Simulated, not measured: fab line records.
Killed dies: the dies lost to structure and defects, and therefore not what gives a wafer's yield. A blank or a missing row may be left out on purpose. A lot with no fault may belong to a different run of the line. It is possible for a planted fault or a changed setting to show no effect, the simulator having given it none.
A struck lot beside a sound one | flow sky130 | 43 steps out of a route of 708
Sound: wafers L588.2, L588.3, L588.5. Wafers struck: L597.2, L597.3, L597.4. The cause is given at the end.
Per side, at each step with rows, come the tool, then ch with its chambers, and then its first start. Under that, the readings that differ: sound wafers | struck wafers | difference of the means | sigmas: that difference in standard deviations of wafers without a fault.
alike: a reading whose means differ by less than 2 such deviations, as well as words and numbers matching on both sides. not compared: withheld readings; readings where some wafer has no value; bounds like >300 that might hide an equal value; numbers whose values overlap and for which the record gives no deviation.
A row with sigmas, a row that says differs or no value, or rows on one side alone: a step with any of these is where the two part. When numbers do not overlap yet have no deviation, they are printed without sigmas and do not part them. Lack of a reading on every wafer of one side parts them only where that side has two or more wafers.

first, 5 steps without rows for these wafers: SKY_SONOS_ONO_COAT_08 (resist thk 1140 nm); SKY_SONOS_ONO_SOFTBAKE_09 (time 60 s); SKY_SONOS_ONO_EXPOSE_10 (exposes mask ONOM, target cd 410 nm); SKY_SONOS_ONO_PEB_11; SKY_SONOS_ONO_DEVELOP_12 (develop time 60 s).
SKY_SONOS_ONO_CD_MEAS_13 targets a cd of 410 nm.
  struck on cd sem-01, day 16 16:56; sound on cd sem-02, day 13 23:10
  reading    | sound             | struck            | difference | sigmas
  cd nm (nm) | 414.5 413.8 414.2 | 407.1 407.9 407.9 | -6.5       | -3
SKY_SONOS_ONO_OVL_MEAS_14:
  struck on overlay-02, day 16 17:02; sound on overlay-02, day 13 23:16
  alike: SONOS_ONO_OVL
SKY_SONOS_ONO_ETCH_15: etches the open film in CHF3/O2, target depth 19.52 nm, time 7.8 s.
  sound on rie diel-01 ch 1,3, day 13 23:17; struck on rie diel-01 ch 1,2,3, day 16 17:04
  alike: drypump motor current A, oes product au, throttle valve pct
  not compared: rf hours counter h
then, 1 step without rows for these wafers: SKY_SONOS_ONO_WET_ETCH_16 (etches SiO2 in dHF, target depth 14 nm, time 280 s).
SKY_SONOS_ONO_STRIP_17: strips in O2/N2.
  sound on plasma asher-04 ch 0,1, day 13 23:25; struck on plasma asher-04 ch 0,1, day 16 17:11
  alike: drypump motor current A, n2 flow sccm, oes product au, strip time to endpoint s
  not compared: rf hours counter h
then, 2 steps without rows for these wafers: SKY_SONOS_ONO_WET_ETCH_18 (etches Si3N4 in H3PO4, target depth 15 nm, time 172 s); SKY_GATE_OXIDE_CLEAN_00 (cleans in SC1/SC2, time 150 s).
SKY_GATE_OXIDE_OXIDATION_01: stabilise 600 s, purge 300 s, target thk 10.268 nm.
  sound on furnace-02 ch 0, day 14 00:49; struck on furnace-01 ch 0, day 16 17:24
  alike: spike tc centre C, tube_center_temp_C_max
SKY_GATE_OXIDE_THK_MEAS_02:
  struck on film metro-04, day 16 18:49; sound on film metro-03, day 14 02:13
  alike: GATE_OXIDE_OXIDATION_00_THK
then, 7 steps without rows for these wafers: SKY_GATE_OXIDE_DEHYDRATE_03 (time 60 s); SKY_GATE_OXIDE_HMDS_04 (prime time 60 s); SKY_GATE_OXIDE_COAT_05 (resist thk 1140 nm); SKY_GATE_OXIDE_SOFTBAKE_06 (time 60 s); SKY_GATE_OXIDE_EXPOSE_07 (exposes mask LVOM, target cd 600 nm); SKY_GATE_OXIDE_PEB_08; SKY_GATE_OXIDE_DEVELOP_09 (develop time 60 s).
SKY_GATE_OXIDE_OVL_MEAS_10:
  struck on overlay-01, day 18 00:11; sound on overlay-02, day 15 03:59
  alike: GATE_OXIDE_OVL
then, 2 steps without rows for these wafers: SKY_GATE_OXIDE_IMPLANT_11; SKY_GATE_OXIDE_WET_ETCH_12 (etches SiO2 in dHF, target depth 16.8 nm, time 336 s).
SKY_GATE_OXIDE_STRIP_13: strips in O2/N2.
  sound on plasma asher-03 ch 0,1, day 15 04:16; struck on plasma asher-04 ch 0,1, day 18 00:28
  alike: drypump motor current A, n2 flow sccm, oes product au, strip time to endpoint s
  not compared: rf hours counter h
SKY_GATE_OXIDE_TW_MEAS_14:
  struck on film metro-01, day 18 00:34; sound on film metro-01, day 15 04:22
  alike: GATE_OXIDE_TW
then, 3 steps without rows for these wafers: SKY_GATE_OXIDE_CLEAN_15 (cleans in SC1/SC2, time 150 s); SKY_GATE_OXIDE_OXIDATION_16 (stabilise 600 s, purge 300 s, target thk 3.57 nm); SKY_POLY_GATE_CVD_00 (deposits poly-Si, target thk 180 nm, time 720 s).
SKY_POLY_GATE_THK_MEAS_01:
  struck on film metro-04, day 18 04:37; sound on film metro-03, day 15 08:22
  alike: POLY_GATE_CVD_00_THK
then, 8 steps without rows for these wafers: SKY_RES_PROTECT_DEHYDRATE_00 (time 60 s); SKY_RES_PROTECT_HMDS_01 (prime time 60 s); SKY_RES_PROTECT_COAT_02 (resist thk 1140 nm); SKY_RES_PROTECT_SOFTBAKE_03 (time 60 s); SKY_RES_PROTECT_EXPOSE_04 (exposes mask RPM, target cd 1270 nm); SKY_RES_PROTECT_PEB_05; SKY_RES_PROTECT_DEVELOP_06 (develop time 60 s); SKY_POLY_GATE_IMPLANT_02.
SKY_RES_PROTECT_STRIP_07: strips in O2/N2.
  sound on plasma asher-02 ch 0,1, day 16 11:53; struck on plasma asher-03 ch 0,1, day 19 10:01
  alike: drypump motor current A, n2 flow sccm, oes product au, strip time to endpoint s
  not compared: rf hours counter h
SKY_RES_PROTECT_TW_MEAS_08:
  struck on film metro-02, day 19 10:08; sound on film metro-01, day 16 12:00
  reading      | sound          | struck         | difference | sigmas
  POLY_GATE_TW | 3950 3944 3961 | 4073 4069 4060 | +116       | +2
then, 2 steps without rows for these wafers: SKY_RES_PROTECT_CLEAN_09 (cleans in SC1/SC2, time 150 s); SKY_POLY_GATE_CVD_03 (deposits Si3N4 from DCS/NH3, target thk 75 nm, time 1290 s).
-- the record jumps here: 30 days lie between the struck wafers' starts before and after (it left off in module POLY_GATE and takes up again in module PAD_OPEN, whose first step shown is number 708 of the route) --
SKY_PAD_OPEN_PROBE_99:
  struck on prober-02, day 49 00:12; sound on prober-02, day 47 04:04
  reading             | sound    | struck                                                                     | difference                   | sigmas
  hold                | - - -    | await dispo/3.1h/release await dispo/3.1h/release await dispo/3.1h/release | no value on the sound wafers |
  killed_at_M0_to_M3  | 37 46 47 | 25 19 23                                                                   | -21                          | -3
  killed at front end | 15 18 18 | 309 319 322                                                                | +300                         | +67
  killed at other     | 0 0 0    | 1 2 2                                                                      | +2                           | +3
  killed dies         | 74 86 93 | 357 364 362                                                                | +277                         | +31
  killed on rim       | 14 18 20 | 82 66 69                                                                   | +55                          | +15
  killed open         | 37 37 52 | 31 26 24                                                                   | -15                          | -2
  killed short        | 37 49 41 | 24 28 25                                                                   | -17                          | -3
  alike: killed_at_M4_up, killed at contacts

## WHERE THEY PART
Earliest at SKY_SONOS_ONO_CD_MEAS_13; latest, in this record, at SKY_PAD_OPEN_PROBE_99.

WHY: the cause the simulator had injected
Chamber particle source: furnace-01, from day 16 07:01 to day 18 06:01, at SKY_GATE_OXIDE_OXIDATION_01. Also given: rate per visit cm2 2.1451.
